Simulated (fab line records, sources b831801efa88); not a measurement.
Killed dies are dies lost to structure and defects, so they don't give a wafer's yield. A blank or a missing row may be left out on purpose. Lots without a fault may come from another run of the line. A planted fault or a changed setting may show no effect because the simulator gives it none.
fab line records | flow sky130
record lots=14 wafers=42 last_day=50
route steps=708 shown POLY_GATE@224 CONTACT@432 METAL1@449 VIA1@459
lots that met no fault: from a run of the same line without faults
start_h: hours from the record's first day to the start of the lot's first wafer shown | wait_h: hours since the lot's step before | " the same as in the row above | L1.1+2: a row that stands for several wafers | - no value, or no start given | * or withheld: withheld | < > ~ a bound
route shown NAME@n: a module of which the file shows steps, and the number in the route of the first | usual: mean/standard deviation of fault-free wafers | same: alike in all rows | chamber/n: place in a boat | sites: the reading at each site | _std_site: their standard deviation | _edge_site: outer sites' mean less inner sites' | radius_mm: how far each site lies from the wafer's centre | mask NAME#n: copy n | behind: the tool/chamber that last shaped the wafer | hold: why the lot was held/for how many hours/how that ended | device: the transistor (n, p or np) that didn't switch | end of line: the same wafers' tests at the end of the route | a step without rows: its recipe alone | killed: dies lost to structure and defects at the first sort, not the wafer's yield | map: a wafer's dies, x killed, . not, _ none there
set.NAME: the setting as run; set.NAME@STEP: as run at that earlier step | model.NAME: the simulator's own value behind a step, which no gauge read
steps of the route over a sample of lots; a table a step, a row a wafer
services: from which hour (start_h, from the record's first day; less than 0 if before it) a tool's chamber was out of use, for how many hours, and why
## steps
# step SKY_POLY_GATE_EXPOSE_10
# recipe mask_id=P1M na=0.68 source_shape=conventional sigma_outer=0.6 target_cd_nm=150 dose_mj=28
# usual exposure_dose_mJ_cm2=27.987/0.027 focus_offset_nm=0.1/0.57
# columns lot.wafer tool chamber start_h wait_h mask exposure_dose_mJ_cm2 focus_offset_nm
L725.2 krf_scanner-02 0 362.82 - P1M#0 27.968 0.2
L725.3 " 0 " " P1M#0 27.978 -0.2
L725.6 " 0 " " P1M#0 27.981 -0.2
L729.2 krf_scanner-01 0 411.12 - P1M#0 28.018 0.5
L729.3 " 0 " " P1M#0 28.034 0.2
L729.4 " 0 " " P1M#0 28.017 0.9
L731.3 krf_scanner-01 0 427.74 - P1M#0 27.989 -0.4
L731.4 " 0 " " P1M#0 28.000 -0.5
L731.6 " 0 " " P1M#0 27.980 -0.2
L732.1 krf_scanner-02 0 427.94 - P1M#0 28.014 -0.6
L732.3 " 0 " " P1M#0 27.975 -1.1
L732.6 " 0 " " P1M#0 28.002 -0.7
L733.1 krf_scanner-01 0 432.33 - P1M#0 28.000 0.3
L733.2 " 0 " " P1M#0 28.013 1.0
L733.3 " 0 " " P1M#0 27.945 0.8
L739.1 krf_scanner-01 - 482.87 - P1M#0 - -
L739.3 " - " " P1M#0 - -
L739.5 " - " " P1M#0 - -
L740.1 krf_scanner-02 - 527.13 - P1M#0 - -
L740.2 " - " " P1M#0 - -
L740.3 " - " " P1M#0 - -
L742.4 krf_scanner-01 0 527.98 - P1M#0 27.993 -0.9
L742.5 " 0 " " P1M#0 28.029 0.2
L742.6 " 0 " " P1M#0 28.009 0.9
L741.1 krf_scanner-02 0 528.17 - P1M#0 28.017 0.3
L741.2 " 0 " " P1M#0 28.002 0.4
L741.5 " 0 " " P1M#0 27.991 0.3
L743.2 krf_scanner-01 0 528.43 - P1M#0 27.940 -0.5
L743.5 " 0 " " P1M#0 27.938 0.2
L743.6 " 0 " " P1M#0 27.963 0.3
L744.1 krf_scanner-02 0 528.73 - P1M#0 27.964 0.0
L744.4 " 0 " " P1M#0 27.986 -0.1
L744.5 " 0 " " P1M#0 27.974 0.5
L745.3 krf_scanner-02 0 537.51 - P1M#0 27.958 -1.0
L745.4 " 0 " " P1M#0 27.952 -0.6
L745.6 " 0 " " P1M#0 27.927 -0.9
L746.4 krf_scanner-01 0 544.43 - P1M#0 27.987 -0.5
L746.5 " 0 " " P1M#0 27.993 0.0
L746.6 " 0 " " P1M#0 28.012 0.1
L747.2 krf_scanner-02 0 551.46 - P1M#0 27.986 0.2
L747.3 " 0 " " P1M#0 27.988 0.7
L747.4 " 0 " " P1M#0 28.004 0.3
# step SKY_CONTACT_THK_MEAS_26
# recipe thk_meas_gauge=xrf reads=W_of_CONTACT_CVD_24
# usual CONTACT_W_THK=351/9.2
# columns lot.wafer tool chamber start_h wait_h CONTACT_W_THK[nm]
L725.2 film_metro-02 - 738.43 0.1 340
L725.3 " - " " 355
L725.6 " - " " 358
L729.2 film_metro-04 - 782.46 0.1 350
L729.3 " - " " 350
L729.4 " - " " 363
L731.3 film_metro-03 - 795.36 0.1 360
L731.4 " - " " 374
L731.6 " - " " 354
L732.1 film_metro-03 - 798.17 0.1 354
L732.3 " - " " 348
L732.6 " - " " 353
L733.1 film_metro-03 - 799.32 0.1 355
L733.2 " - " " 369
L733.3 " - " " 359
L742.4 film_metro-02 - 882.98 0.1 342
L742.5 " - " " 339
L742.6 " - " " 344
L741.1 film_metro-03 - 884.23 0.1 347
L741.2 " - " " 349
L741.5 " - " " 345
L743.2 film_metro-03 - 885.57 0.1 369
L743.5 " - " " 351
L743.6 " - " " 364
L744.1 film_metro-02 - 887.12 0.1 342
L744.4 " - " " 342
L744.5 " - " " 338
L745.3 film_metro-04 - 892.20 0.1 342
L745.4 " - " " 346
L745.6 " - " " 345
L746.4 film_metro-03 - 896.59 0.1 355
L746.5 " - " " 349
L746.6 " - " " 349
L747.2 film_metro-03 - 904.63 0.1 337
L747.3 " - " " 343
L747.4 " - " " 339
# step SKY_METAL1_CD_MEAS_15
# recipe target_cd_nm=140
# usual cd_nm=139.5/1.6
# columns lot.wafer tool chamber start_h wait_h cd_nm
L725.2 cd_sem-02 - 765.43 - 138.8
L725.3 " - " " 139.4
L725.6 " - " " 138.9
L729.2 cd_sem-01 - 809.27 - 139.6
L729.3 " - " " 138.7
L729.4 " - " " 138.5
L731.3 cd_sem-01 - 822.59 - 139.4
L731.4 " - " " 142.4
L731.6 " - " " 140.5
L732.1 cd_sem-02 - 824.85 - 138.7
L732.3 " - " " 140.4
L732.6 " - " " 138.6
L733.1 cd_sem-02 - 825.20 - 135.9
L733.2 " - " " 136.4
L733.3 " - " " 135.6
L742.4 cd_sem-01 - 908.77 - 139.2
L742.5 " - " " 139.9
L742.6 " - " " 140.3
L741.1 cd_sem-02 - 910.30 - 141.0
L741.2 " - " " 143.7
L741.5 " - " " 142.2
L743.2 cd_sem-02 - 910.97 - 140.1
L743.5 " - " " 140.8
L743.6 " - " " 139.5
L744.1 cd_sem-02 - 912.04 - 139.5
L744.4 " - " " 141.4
L744.5 " - " " 140.2
L745.3 cd_sem-02 - 918.19 - 140.5
L745.4 " - " " 139.3
L745.6 " - " " 139.4
L746.4 cd_sem-01 - 921.91 - 139.9
L746.5 " - " " 141.1
L746.6 " - " " 142.0
L747.2 cd_sem-02 - 929.67 - 141.8
L747.3 " - " " 141.0
L747.4 " - " " 138.6
# step SKY_VIA1_THK_MEAS_01
# recipe reads=SiO2_of_VIA1_HDPCVD_00
# usual VIA1_HDPCVD_THK=1027/9.6
# columns lot.wafer tool chamber start_h wait_h VIA1_HDPCVD_THK[nm]
L725.2 film_metro-02 - 766.74 0.1 1036
L725.3 " - " " 1036
L725.6 " - " " 1035
L729.2 film_metro-01 - 810.31 0.1 1013
L729.3 " - " " 1028
L729.4 " - " " 1018
L731.3 film_metro-02 - 823.62 0.1 1020
L731.4 " - " " 1029
L731.6 " - " " 1017
L732.1 film_metro-01 - 825.95 0.1 1038
L732.3 " - " " 1042
L732.6 " - " " 1038
L733.1 film_metro-04 - 826.25 0.1 1023
L733.2 " - " " 1023
L733.3 " - " " 1011
L742.4 film_metro-02 - 909.83 0.0 1028
L742.5 " - " " 1033
L742.6 " - " " 1030
L741.1 film_metro-01 - 911.35 0.1 1034
L741.2 " - " " 1029
L741.5 " - " " 1035
L743.2 film_metro-01 - 912.01 0.1 1035
L743.5 " - " " 1040
L743.6 " - " " 1031
L744.1 film_metro-02 - 913.10 0.1 1026
L744.4 " - " " 1023
L744.5 " - " " 1017
L745.3 film_metro-04 - 919.22 0.1 1020
L745.4 " - " " 1020
L745.6 " - " " 1013
L746.4 film_metro-04 - 922.93 0.0 1041
L746.5 " - " " 1036
L746.6 " - " " 1053
L747.2 film_metro-02 - 930.71 0.1 1030
L747.3 " - " " 1024
L747.4 " - " " 1020
## services
# columns tool chamber start_h hours kind
krf_scanner-02 - 344.31 1.3 pm
krf_scanner-02 - 345.61 0.8 pm
krf_scanner-01 - 346.36 1.0 pm
krf_scanner-01 - 352.68 1.3 pm
krf_scanner-02 - 369.35 1.7 repair
krf_scanner-02 - 374.84 1.0 pm
krf_scanner-02 - 395.13 4.4 pm
krf_scanner-02 - 415.59 3.6 pm
krf_scanner-01 - 424.71 0.8 pm
krf_scanner-01 0 480.92 - calibration
krf_scanner-02 - 482.13 4.3 repair
krf_scanner-02 0 484.03 - calibration
krf_scanner-01 - 500.11 0.8 pm
krf_scanner-02 - 513.28 0.8 pm
krf_scanner-01 - 514.52 1.0 pm
krf_scanner-02 - 520.21 1.3 pm
krf_scanner-01 - 528.58 1.3 pm
krf_scanner-02 - 543.84 1.0 pm
## key
first_sign step=SKY_POLY_GATE_EXPOSE_10 reading=tool_record direction=missing
effect none on later readings
met_at SKY_POLY_GATE_EXPOSE_10
struck_lots L739,L740
later_rows_left_out L739.1,L739.3,L739.5,L740.1,L740.2,L740.3
sort_left_out L739.1,L739.3,L739.5,L740.1,L740.2,L740.3
tester_left_out L739,L740
not_acting_at SKY_CONTACT_THK_MEAS_26,SKY_METAL1_CD_MEAS_15,SKY_VIA1_THK_MEAS_01
onset_between 432.33 482.87
fault kind=skipped_step_whole tool=krf_scanner-01,krf_scanner-02 chamber=- onset_h=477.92 steps=SKY_POLY_GATE_EXPOSE_10 scope=struck_lots_only
# tester_left_out: of these lots the tester's yield and bins aren't shown, on N5 and GAA mostly nor the transistor test; their killed dies are dies lost to structure and defects alone, not to doping, threshold or leakage, so they don't give the yield
# sort_left_out: the simulated sort isn't trusted on such a fault, so these wafers' sort isn't shown, and their yield isn't known
# later_rows_left_out: the simulator's readings of these wafers behind a module that went badly wrong aren't trusted and aren't shown, but for the sort
